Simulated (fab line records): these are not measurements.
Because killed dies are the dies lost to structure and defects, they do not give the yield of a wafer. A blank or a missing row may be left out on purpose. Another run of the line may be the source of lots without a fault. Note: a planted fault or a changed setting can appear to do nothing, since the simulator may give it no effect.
A struck lot beside a sound one + flow gf180mcu + 18 steps out of a route of 602
Sound: wafers L197.1, L197.2, L197.6. The struck wafers were L193.2, L193.4, L193.6. At the end, the cause is stated.
Each step with rows lists, per side, the tool, then ch with its chambers, then its first start. Under that, the readings that differ: sound wafers + struck wafers + difference of the means + sigmas: that difference in standard deviations of wafers without a fault.
alike: readings with means less than 2 such deviations apart, plus words and numbers identical on both sides. not compared: withheld readings, readings lacking a value on some wafer, bounds such as >300 that could conceal the same value, and numbers that have no deviation in the record and whose values overlap.
Wherever a step has rows on one side only, a row that says differs or no value, or a row with sigmas, the two part there. Numbers that don't overlap but have no deviation are shown without sigmas and don't part them. A reading that every wafer of one side lacks parts them only if that side has two wafers or more.

first, 3 steps without rows for these wafers: GF_V1_EXPOSE_11 (exposes mask Via1, target cd 260 nm); GF_V1_PEB_12 (peb time 90 s); GF_V1_DEVELOP_13 (develop time 60 s).
GF_V1_CD_MEAS_14: the cd target is 260 nm.
  sound on cd sem-01, day 23 15:27; struck on cd sem-01, day 22 03:22
  alike: cd nm
GF_V1_OVL_MEAS_15:
  sound on overlay-01, day 23 15:34; struck on overlay-02, day 22 03:28
  alike: V1_OVL
GF_V1_ETCH_16: etches BARC in N2/H2.
  sound on rie diel-04 ch 0,2,3, day 23 15:36; struck on rie diel-03 ch 2,3, day 22 03:30
  alike: bias w, chamber pressure mTorr, drypump motor current A, oes product au, throttle valve pct
GF_V1_ETCH_17: etches SiO2 in C4F8/O2/Ar, stops on TiN, target depth 630 nm.
  sound: rie diel-04 ch 0,2,3; struck: rie diel-03 ch 2,3
  alike: bias w, chamber pressure mTorr, oes product au
GF_V1_STRIP_18: strips in O2/N2.
  sound on plasma asher-03 ch 0,1, day 23 15:44; struck on plasma asher-03 ch 0,1, day 22 03:38
  alike: chamber pressure mTorr, drypump motor current A, heater power w, oes product au
  not compared: rf hours counter h
then, 3 steps without rows for these wafers: GF_V1_STRIP_19 (strips in post etch residue remover, time 1200 s); GF_V1_CLEAN_20 (cleans in DIW); GF_V1_SPUTTER_21 (material Ti, target thk 15 nm, time 80.02 s).
GF_V1_SPUTTER_22: material TiN, target thk 10 nm, time 40 s.
  sound on pvd sputter-02, day 23 16:20; struck on pvd sputter-04, day 22 04:14
  alike: throttle valve pct
GF_V1_CVD_23: deposits W, target thk 350 nm, time 105.05 s.
  sound on cvd w-02 ch 0,1, day 23 16:23; struck on cvd w-01 ch 1, day 22 04:16
| reading                          | sound             | struck            | difference | sigmas |
|----------------------------------|-------------------|-------------------|------------|--------|
| model.W_of_V1_CVD_23.thk nm (nm) | 347.9 350.9 350.4 | 171.7 173.5 174.1 | -176.6     |        |
  alike: heater power w
GF_V1_RS_MEAS_24: uses a four-point probe to measure.
  sound on film metro-03, day 23 16:29; struck on film metro-01, day 22 04:24
| reading          | sound             | struck            | difference | sigmas      |
|------------------|-------------------|-------------------|------------|-------------|
| V1_W_RS (ohm/sq) | 0.329 0.326 0.327 | 0.676 0.668 0.667 | +0.343     | +99 or more |
GF_V1_THK_MEAS_25: measures by xrf.
  sound on film metro-03, day 23 16:37; struck on film metro-01, day 22 04:31
| reading       | sound       | struck      | difference | sigmas |
|---------------|-------------|-------------|------------|--------|
| V1_W_THK (nm) | 332 336 333 | 168 170 170 | -164       | -33    |
GF_V1_CMP_26: polishes, stops on SiO2, t overpolish 15 s, target thk 0 nm.
  sound on cmp-01 ch 1,2, day 23 16:40; struck on cmp-01 ch 1,3, day 22 04:37
| reading                | sound    | struck   | difference | sigmas |
|------------------------|----------|----------|------------|--------|
| time to endpoint s (s) | 84 84 85 | 42 41 42 | -43        | -11    |
  alike: motor current A
GF_M2_SPUTTER_00: material Ti, target thk 37.5 nm, time 150 s.
  sound on pvd sputter-02, day 23 16:58; struck on pvd sputter-02, day 22 04:52
  alike: throttle valve pct
GF_PASSIVATION_PROBE_99:
  sound wafers here have rows in the record (prober-01, day 33 06:01); struck ones have none

## WHERE THEY PART
First at GF_V1_RS_MEAS_24; last, within this record, at GF_PASSIVATION_PROBE_99.

WHY: what the simulator had put in
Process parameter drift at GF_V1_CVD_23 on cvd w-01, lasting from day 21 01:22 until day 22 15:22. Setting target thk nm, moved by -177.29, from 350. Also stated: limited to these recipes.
